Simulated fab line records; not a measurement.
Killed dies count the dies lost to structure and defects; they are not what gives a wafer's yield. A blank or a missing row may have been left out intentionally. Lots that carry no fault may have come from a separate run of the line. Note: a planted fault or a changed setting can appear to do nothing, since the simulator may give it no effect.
Comparing a struck lot with a sound one	flow sky130	15 steps out of a route of 708
Sound: these wafers, L733.4, L733.5, L733.6. Wafers struck: L726.1, L726.2, L726.5. At the end, the cause is stated.
Order at every step that has rows: each side's tool, ch and its chambers, its first start. Under that, the readings that differ: sound wafers	struck wafers	difference of the means	sigmas: that difference in standard deviations of wafers without a fault.
alike: readings with means less than 2 such deviations apart, plus words and numbers identical on both sides. not compared: withheld readings, readings lacking a value on some wafer, bounds such as >300 that could conceal the same value, and numbers that have no deviation in the record and whose values overlap.
A row with sigmas, a row that says differs or no value, or rows on one side alone: a step with any of these is where the two part. Numbers that have no deviation but don't overlap get no sigmas and don't part them. A reading that every wafer of one side lacks parts them only if that side has two wafers or more.

first, 6 steps without rows for these wafers: SKY_GATE_OXIDE_HMDS_04 (prime time 60 s); SKY_GATE_OXIDE_COAT_05 (resist thk 1140 nm); SKY_GATE_OXIDE_SOFTBAKE_06 (time 60 s); SKY_GATE_OXIDE_EXPOSE_07 (exposes mask LVOM, target cd 600 nm); SKY_GATE_OXIDE_PEB_08; SKY_GATE_OXIDE_DEVELOP_09 (develop time 60 s).
SKY_GATE_OXIDE_OVL_MEAS_10:
  sound: overlay-01 at day 19 14:46; struck: overlay-02 at day 16 08:55
  alike: GATE_OXIDE_OVL
then, 2 steps without rows for these wafers: SKY_GATE_OXIDE_IMPLANT_11; SKY_GATE_OXIDE_WET_ETCH_12 (etches SiO2 in dHF, target depth 16.8 nm, time 336 s).
SKY_GATE_OXIDE_STRIP_13: strips in O2/N2.
  sound on plasmaAsher-01 ch 0,1, day 19 15:04; struck on plasmaAsher-02 ch 0,1, day 16 09:13
  alike: drypumpMotorCurrentA, oesProductAu, stripTimeToEndpointS
  not compared: rfHoursCounterH
SKY_GATE_OXIDE_TW_MEAS_14:
  sound: filmMetro-02 at day 19 15:10; struck: filmMetro-03 at day 16 09:19
  alike: GATE_OXIDE_TW
then, 1 step without rows for these wafers: SKY_GATE_OXIDE_CLEAN_15 (cleans in SC1/SC2, time 150 s).
SKY_GATE_OXIDE_OXIDATION_16: stabilise 600 s, purge 300 s, target thk 3.57 nm.
  sound on furnace-02 ch 0, day 19 15:20; struck on furnace-01 ch 0, day 16 09:25
reading	sound	struck	difference	sigmas
zonePowerCentrePct (%)	15.7 15.9 15.7	19.5 19.2 19.4	+3.6	+2
model.SiO2_of_GATE_OXIDE_OXIDATION_01.thkNm (nm)	11.58 11.73 11.62	10.76 10.81 10.85	-0.84	
  alike: oxTempC
then, 1 step without rows for these wafers: SKY_POLY_GATE_CVD_00 (deposits poly-Si, target thk 180 nm, time 720 s).
-- here the record skips 31 days between the struck wafers' starts before and after, leaving off in module POLY_GATE and picking up in module PAD_OPEN (first step shown: number 708 of the route) --
SKY_PAD_OPEN_PROBE_99:
  sound: prober-01 at day 49 19:23; struck: prober-01 at day 47 18:10
reading	sound	struck	difference	sigmas
model.etest.nfet_16v.rOnOhmUm	1.428e+04 1.419e+04 1.425e+04	1.411e+04 1.396e+04 1.388e+04	-2.567e+02	
model.etest.pfet_01v8.rOnOhmUm	2918 2790 2948	2509 2447 2576	-375	
model.etest.nfet_01v8_lvt.driveUaUm	587.9 594.8 571.1	836.1 876 831.3	+263.2	
model.etest.nfet_01v8_swapped.driveUaUm	514.7 521.1 506.6	765.7 804.7 758.1	+262.0	
model.etest.nfet_01v8_turned.driveUaUm	517.8 520.7 503	766.8 793.1 765.2	+261.2	
model.etest.nfet_01v8.driveUaUm	517 517.9 504.9	759.1 798.4 760.6	+259.4	
model.etest.sramNfetPass.driveUaUm	499.5 513.7 499.8	733.4 767.4 731.5	+239.8	
model.etest.tipSonos.rsOhmSq	2659 2684 2692	2467 2483 2500	-195	
  alike: killed_at_M0_to_M3, killed_at_M4_up, killedAtContacts, killedAtFrontEnd, killedAtOther, killedDies, killedOpen, killedShort

== WHERE THEY PART ==
Only at SKY_GATE_OXIDE_OXIDATION_16, within this record. Later steps at which nothing parts them and some readings are alike: SKY_PAD_OPEN_PROBE_99.

WHY: what had been put in by the simulator
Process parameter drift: furnace-01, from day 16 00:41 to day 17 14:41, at SKY_GATE_OXIDE_OXIDATION_16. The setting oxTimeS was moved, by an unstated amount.
